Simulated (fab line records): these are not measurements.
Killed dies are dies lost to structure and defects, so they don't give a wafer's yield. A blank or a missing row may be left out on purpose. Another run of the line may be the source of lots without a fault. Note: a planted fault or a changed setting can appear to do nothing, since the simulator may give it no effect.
A single fault, viewed from 2 desks	flow gf180mcu	every desk sees just its own numbers, and what lay behind them comes last

== AT THE METROLOGY DESK ==
What the gauges read, lot by lot, whatever tool the lot ran on: means of the sampled wafers that have a number. The brackets show how far a lot's mean lies from the usual mean; more than 4 standard deviations puts the lot out of limits, marked OUT.
Columns: A = V2_OVL at GF_V2_OVL_MEAS_15, usual 0 nm; B = V2_W_RS at GF_V2_RS_MEAS_24, usual 0.3281 ohm/sq; C = V2_W_THK at GF_V2_THK_MEAS_25, usual 347 nm
lot	first seen here	A	B	C
L201	day 20 11:48	-2	0.3291	346
L203	day 21 12:52	1	0.3278	350
L204	day 21 21:13	13	0.3282	350
L209	day 24 02:41	2	0.3300	345
L211	day 24 10:49	-2	0.3327	344
L212	day 24 16:23	-1	0.3279	347
L213	day 25 01:17	7	0.3245	350
L215	day 25 16:10	-1	0.3348	339
L216	day 26 00:32	-7	0.3341	340
L219	day 26 21:55	4	0.3284	345
L221	day 27 21:31	3	0.3301	346
L223	day 28 01:05	-8	0.3279	349
This desk's verdict: no lot among the 12 shows anything out of limits.

== FOR THE TOOL OWNER'S DESK: cvd w-01 ==
The tool's own readings at GF_V2_CVD_23 (deposits W, target thk 350 nm, time 104.94 s): means of the sampled wafers that have a number, for each lot that ran on this tool. The brackets show how far a lot's mean lies from the usual mean; more than 4 standard deviations puts the lot out of limits, marked OUT.
Columns: A = heater power w at GF_V2_CVD_23, usual 902 W
lot	first seen here	A
L203	day 21 13:42	1010
L209	day 24 03:29	1001
L211	day 24 11:39	1014
L215	day 25 16:58	996
L216	day 26 01:20	1009
This desk's verdict: no lot among the 5 shows anything out of limits.

== ALL TOGETHER ==
From the metrology desk's view, nothing was out of limits.
The desk of the tool owner found nothing out of limits.

== WHAT WAS PUT IN BY THE SIMULATOR ==
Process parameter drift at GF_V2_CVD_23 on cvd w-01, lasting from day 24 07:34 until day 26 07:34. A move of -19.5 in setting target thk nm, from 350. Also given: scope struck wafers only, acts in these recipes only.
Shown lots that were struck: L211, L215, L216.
